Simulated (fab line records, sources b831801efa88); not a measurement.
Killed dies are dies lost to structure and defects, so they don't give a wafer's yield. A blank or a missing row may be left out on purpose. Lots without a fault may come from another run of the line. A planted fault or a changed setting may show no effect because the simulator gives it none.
Chamber matching | flow gf180mcu | GF_HV_LDD_ETCHBACK_58 on rie_diel-01: 4 sister chambers
The step etches Si3N4 in CH3F/O2, stops on SiO2, time 100 s, target depth 90 nm. 8 wafers are shown with their chamber, then 7 later ones without.

WAFERS WITH THEIR CHAMBER
wafer  | chamber | ch3f_flow_sccm (sccm) | throttle_valve_pct (%)
L491.4 | 2       | 39.80                 | 10.552
L495.2 | 3       | 40.01                 | 10.556
L495.5 | 0       | 39.91                 | 10.571
L496.2 | 3       | 39.95                 | 10.557
L496.4 | 1       | 39.87                 | 10.567
L496.6 | 0       | 39.94                 | 10.565
L497.1 | 1       | 39.99                 | 10.553
L497.4 | 2       | 39.76                 | 10.553

WAFERS WITHOUT THEIR CHAMBER
wafer  | ch3f_flow_sccm (sccm) | throttle_valve_pct (%)
L497.6 | 39.97                 | 10.570
L502.1 | 39.97                 | 10.561
L502.4 | 40.11                 | 10.553
L502.6 | 40.03                 | 10.559
L512.1 | 39.89                 | 10.587
L512.5 | 39.99                 | 10.567
L512.6 | 40.21                 | 10.551

WHICH CHAMBER EACH WENT THROUGH
wafer  | from the rows above          | in truth
L497.6 | can't be placed: 0 or 1 or 3 | 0
L502.1 | can't be placed: 1 or 3 or 0 | 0
L502.4 | can't be placed: 3 or 1 or 0 | 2
L502.6 | can't be placed: 3 or 1 or 0 | 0
L512.1 | can't be placed: 0 or 1      | 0
L512.5 | can't be placed: 0 or 1 or 3 | 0
L512.6 | can't be placed: 3 or 1 or 0 | 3
Placed correctly: 0 of 7. Can't be placed from these rows: 7 (the true chamber is among the candidates in 6). Placed wrongly: 0.
How it was worked out, from the rows above alone: a wafer's distance from a chamber is the root of the sum, over the readings, of the square of ((its reading less the chamber's mean) divided by the reading's scatter). The wafer belongs to the nearest chamber; if the next one is less than 2 further off, it can't be placed. A chamber's mean is the mean of its shown wafers. The scatter: the root of (the sum of the squares of (reading less its chamber's mean) over the shown wafers, divided by (wafers less chambers)).
